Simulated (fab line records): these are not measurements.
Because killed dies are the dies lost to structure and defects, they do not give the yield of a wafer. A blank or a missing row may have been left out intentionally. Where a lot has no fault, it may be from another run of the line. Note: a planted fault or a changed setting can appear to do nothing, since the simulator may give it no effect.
Which tool was responsible? | flow gf180mcu | 36 wafers from 12 lots sampled at 5 of the route's 602 steps

## WHAT THE GAUGES SHOWED, per wafer
GF_V5_THK_MEAS_01.
lot  | measured     | on           | V5_CVD_00_THK (nm)
L347 | day 26 10:30 | filmMetro-04 | 300 301 303
L348 | day 26 14:30 | filmMetro-02 | 301 296 302
L349 | day 26 22:44 | filmMetro-02 | 300 304 298
L350 | day 27 10:23 | filmMetro-02 | 298 300 299
L351 | day 27 16:50 | filmMetro-04 | 298 299 298
L352 | day 27 22:35 | filmMetro-04 | 301 303 299
L355 | day 28 21:23 | filmMetro-04 | 293 298 293
L359 | day 30 02:07 | filmMetro-04 | 301 302 299
L363 | day 31 03:03 | filmMetro-04 | 299 297 296
L364 | day 31 14:10 | filmMetro-02 | 301 306 301
L368 | day 32 10:02 | filmMetro-01 | 305 305 302
L369 | day 32 12:42 | filmMetro-04 | 299 300 299

GF_V5_CD_MEAS_14: target cd 260 nm.
lot  | measured     | on       | cdNm (nm)
L347 | day 27 07:05 | cdSem-02 | 260.6 261.3 260.2
L348 | day 27 11:00 | cdSem-02 | 261.0 261.2 261.6
L349 | day 27 19:28 | cdSem-01 | 260.9 261.4 260.9
L350 | day 28 06:17 | cdSem-02 | 297.2 296.2 296.6
L351 | day 28 13:46 | cdSem-02 | 259.4 259.9 260.4
L352 | day 28 18:30 | cdSem-02 | 259.1 257.9 260.3
L355 | day 29 16:21 | cdSem-01 | 290.1 290.2 290.0
L359 | day 30 20:22 | cdSem-02 | 259.1 259.3 259.1
L363 | day 31 20:59 | cdSem-01 | 259.9 260.1 259.8
L364 | day 32 07:15 | cdSem-01 | 260.1 260.0 259.7
L368 | day 33 02:35 | cdSem-02 | 260.4 263.0 263.6
L369 | day 33 05:34 | cdSem-02 | 260.6 261.4 262.7

## WHAT TOOL EACH LOT RAN ON (gives the tool, then ch and the chambers of the sampled wafers, and finally the start)
lot  | GF_MIM_SPUTTER_08           | GF_V5_CVD_02                    | GF_V5_EXPOSE_11
L347 | pvdSputter-02, day 24 14:24 | pecvd-01 ch 1,2, day 26 10:34   | krfScanner-02 ch 0, day 26 21:15
L348 | pvdSputter-02, day 24 18:48 | pecvd-04 ch 0,2, day 26 14:34   | krfScanner-01 ch 0, day 27 01:25
L349 | pvdSputter-03, day 25 04:01 | pecvd-04 ch 0,1, day 26 22:48   | krfScanner-01 ch 0, day 27 09:53
L350 | pvdSputter-03, day 25 14:53 | pecvd-03 ch 0,1, day 27 10:26   | krfScanner-01 ch 0, day 27 21:00
L351 | pvdSputter-03, day 25 22:11 | pecvd-03 ch 1,2, day 27 16:53   | krfScanner-02 ch 0, day 28 04:00
L352 | pvdSputter-04, day 26 05:30 | pecvd-03 ch 0,2, day 27 22:39   | krfScanner-02 ch 0, day 28 09:15
L355 | pvdSputter-03, day 27 04:45 | pecvd-03 ch 0,1, day 28 21:27   | krfScanner-01 ch 0, day 29 07:36
L359 | pvdSputter-02, day 28 11:04 | pecvd-03 ch 0,1,2, day 30 02:12 | krfScanner-02 ch 0, day 30 11:47
L363 | pvdSputter-04, day 29 12:41 | pecvd-01 ch 0,1,2, day 31 03:08 | krfScanner-02 ch 0, day 31 12:35
L364 | pvdSputter-04, day 30 01:26 | pecvd-01 ch 0,2, day 31 14:14   | krfScanner-02 ch 0, day 31 23:12
L368 | pvdSputter-04, day 30 22:44 | pecvd-04 ch 0,1,2, day 32 10:06 | krfScanner-02 ch 0, day 32 18:32
L369 | pvdSputter-04, day 31 01:23 | pecvd-03 ch 0,1,2, day 32 12:45 | krfScanner-02 ch 0, day 32 22:01
- GF_MIM_SPUTTER_08: material AlCu, target thk 200 nm, time 10.6 s.
- GF_V5_CVD_02: deposits SiO2 from TEOS, target thk 1450 nm, time 163.28 s.
- GF_V5_EXPOSE_11: exposes mask Via5, target cd 260 nm.

## AS READ BY THE TOOLS THEMSELVES (means over the sampled wafers that have a number; for cases with no such wafer, the mark the record gives instead)
GF_MIM_SPUTTER_08.
lot  | tool          | throttleValvePct (%)
L347 | pvdSputter-02 | 30.2
L348 | pvdSputter-02 | 29.6
L349 | pvdSputter-03 | 29.9
L350 | pvdSputter-03 | 30.0
L351 | pvdSputter-03 | 30.8
L352 | pvdSputter-04 | 29.6
L355 | pvdSputter-03 | 29.3
L359 | pvdSputter-02 | 29.8
L363 | pvdSputter-04 | 29.6
L364 | pvdSputter-04 | 30.2
L368 | pvdSputter-04 | 29.9
L369 | pvdSputter-04 | 29.8

GF_V5_CVD_02.
lot  | tool     | heaterPowerW (W) | rfFwdPowerW (W)
L347 | pecvd-01 | 657              | 607.8
L348 | pecvd-04 | 683              | 609.0
L349 | pecvd-04 | 570              | 610.8
L350 | pecvd-03 | 730              | 609.0
L351 | pecvd-03 | 689              | 609.8
L352 | pecvd-03 | 638              | 609.3
L355 | pecvd-03 | 779              | 608.5
L359 | pecvd-03 | 670              | 610.2
L363 | pecvd-01 | 593              | 610.2
L364 | pecvd-01 | 655              | 608.7
L368 | pecvd-04 | 580              | 609.6
L369 | pecvd-03 | 694              | 611.1

GF_V5_EXPOSE_11.
lot  | tool          | exposureDoseMJCm2
L347 | krfScanner-02 | 38.00
L348 | krfScanner-01 | 38.01
L349 | krfScanner-01 | 38.01
L350 | krfScanner-01 | 48.45
L351 | krfScanner-02 | 38.00
L352 | krfScanner-02 | 38.12
L355 | krfScanner-01 | 46.36
L359 | krfScanner-02 | 37.97
L363 | krfScanner-02 | 38.03
L364 | krfScanner-02 | 38.01
L368 | krfScanner-02 | 38.01
L369 | krfScanner-02 | 37.93

## THE ANSWER, worked out from the rows above alone
Rule: usual is defined by the lots themselves. Put in order of their means at a reading, lots are off if they are a third of the lots or fewer, leave a main group of 4 or more, and stand apart from it by a gap of 3 or more times the standard deviation of the main group's means; of several such gaps the widest counts. Not used: any main group whose means are identical at the precision the tables above print for the reading. A lot without any number at a reading at which 4 lots or more have one is off too. The other lots that the step has rows for count as sound. First the gauges in route order, then the tools' own readings, where a lot's mean is used as printed above. At the first step where some lot is off, the reading lying furthest off is the one used; lots without a number count as furthest.
Off: L350, L355, at GF_V5_CD_MEAS_14 (cdNm). The main group: mean 260.5 nm, standard deviation 1.
A tool fits if, at a process step before that reading, it ran every lot that is off, and no sound lot after the first of them. Not tried: the gauges at GF_V5_CD_MEAS_14; whatever is off there is also off at GF_V5_EXPOSE_11, on other tools, and gauge error can't account for it. One fits: krfScanner-01 at GF_V5_EXPOSE_11. A fault onset in the window from L349 (day 27 09:53, its last sound lot) to L350 (day 27 21:00, its first lot off) fits.
The tool's own readings at GF_V5_EXPOSE_11 bear it out: on the lots that are off they differ by more than 5 times the standard deviation of the sound lots' means. exposureDoseMJCm2 reads 47.41 there against 38.01 on the sound lots.

## WHAT THE SIMULATOR HAD INSERTED
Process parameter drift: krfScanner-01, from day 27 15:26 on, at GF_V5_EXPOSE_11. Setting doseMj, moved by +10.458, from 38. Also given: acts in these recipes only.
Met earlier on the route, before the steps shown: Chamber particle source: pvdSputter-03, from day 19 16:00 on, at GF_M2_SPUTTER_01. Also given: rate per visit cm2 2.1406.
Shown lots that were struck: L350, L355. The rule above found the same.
